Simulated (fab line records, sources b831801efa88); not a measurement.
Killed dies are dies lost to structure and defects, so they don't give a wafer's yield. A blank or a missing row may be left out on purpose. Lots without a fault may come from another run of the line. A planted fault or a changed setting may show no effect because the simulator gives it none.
Problem report in the 8D (eight disciplines) form, filled by code | flow sky130 | the parts of the form that need people (team, actions taken, sign-off) are left out

1. THE PROBLEM
killed_at_M4_up at SKY_PAD_OPEN_PROBE_99 reads a mean of 31.7 on 6 wafers of 2 lots; wafers without a fault read 3.2 with a standard deviation of 1.6. That is +18 standard deviations from the usual mean.
First seen on wafer L140.1, day 48 22:27, on prober-01. The record holds 15 wafers of 5 lots with a number at this step. Rule for "out", or "out of limits": more than 4 standard deviations from the usual mean. The other wafers with a number count as sound.

2. WHAT IT IS AND WHAT IT IS NOT
question                    | is                     | is not
which readings at this step | killed_at_M4_up        | killed_at_front_end, killed_at_other, killed_open, sort_bin_8_speed
which lots                  | L140, L141             | L135, L137, L138
which wafers of those lots  | all that have a number | -
read on which tools         | prober-01, prober-02   | -
when                        | from day 48 22:27      | up to then (9 sound wafers)

3. SUSPECTS, AND WHAT RULES EACH OUT
Counting: a tool at a process step up to the reading stays a suspect if it ran every lot that is out and no sound lot after the first of them.
- rie_metal-01 at SKY_METAL5_METAL_ETCH_15 (etches the open film in Cl2/BCl3, stops on SiO2, target depth 1260 nm, time 252 s): kept. It ran every lot that is out, first L140 (day 47 04:19), and no sound lot after that; its last sound lot up to then is L138 (day 47 01:09).
Left after counting: rie_metal-01 at SKY_METAL5_METAL_ETCH_15.

4. THE CAUSE (what the simulator had put in)
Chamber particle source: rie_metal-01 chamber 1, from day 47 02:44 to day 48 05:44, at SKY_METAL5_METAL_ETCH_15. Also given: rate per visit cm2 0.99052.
Counting left only this tool.

5. THE CHAIN OF EFFECTS, in route order
Each row: a reading whose mean over the struck wafers that have a number lies more than 3 standard deviations from the usual. Only readings for which the record gives a usual standard deviation are gone through. hours: the time from each lot's start at the first step in this table that gives one to its start at this step, as a median over the lots. sigmas: the change in usual standard deviations.
hours | step                  | reading              | usual  | on struck wafers | change | sigmas
0     | SKY_PAD_OPEN_PROBE_99 | defect_limited_yield | 82.6 % | 75.6             | -7.0   | -3.7
0     | SKY_PAD_OPEN_PROBE_99 | killed_at_M4_up      | 3.2    | 31.7             | +28.5  | +18
0     | SKY_PAD_OPEN_PROBE_99 | killed_dies          | 86     | 120              | +34    | +3.6
0     | SKY_PAD_OPEN_PROBE_99 | sort_bin_3_pad_short | 0.9 %  | 2.2              | +1.3   | +3.1
0     | SKY_PAD_OPEN_PROBE_99 | sort_n_pass          | 406    | 372              | -34    | -3.6
0     | SKY_PAD_OPEN_PROBE_99 | sort_yield_pct       | 82.6 % | 75.6             | -7.0   | -3.7
The process steps in it:
- SKY_PAD_OPEN_PROBE_99

6. WHAT WOULD HAVE CAUGHT IT SOONER
In this record the first reading out of limits was taken at day 48 22:27, 44 hours after the fault began at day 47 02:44.
Of the tool readings at SKY_METAL5_METAL_ETCH_15 for which the record gives a usual standard deviation, none was out on any struck wafer, so an alarm limit of 4 standard deviations on them would not have fired.
All the lots that are out (2) had begun SKY_METAL5_METAL_ETCH_15 on rie_metal-01 by day 48 22:27. A hold on the tool at that time would have spared none of them.
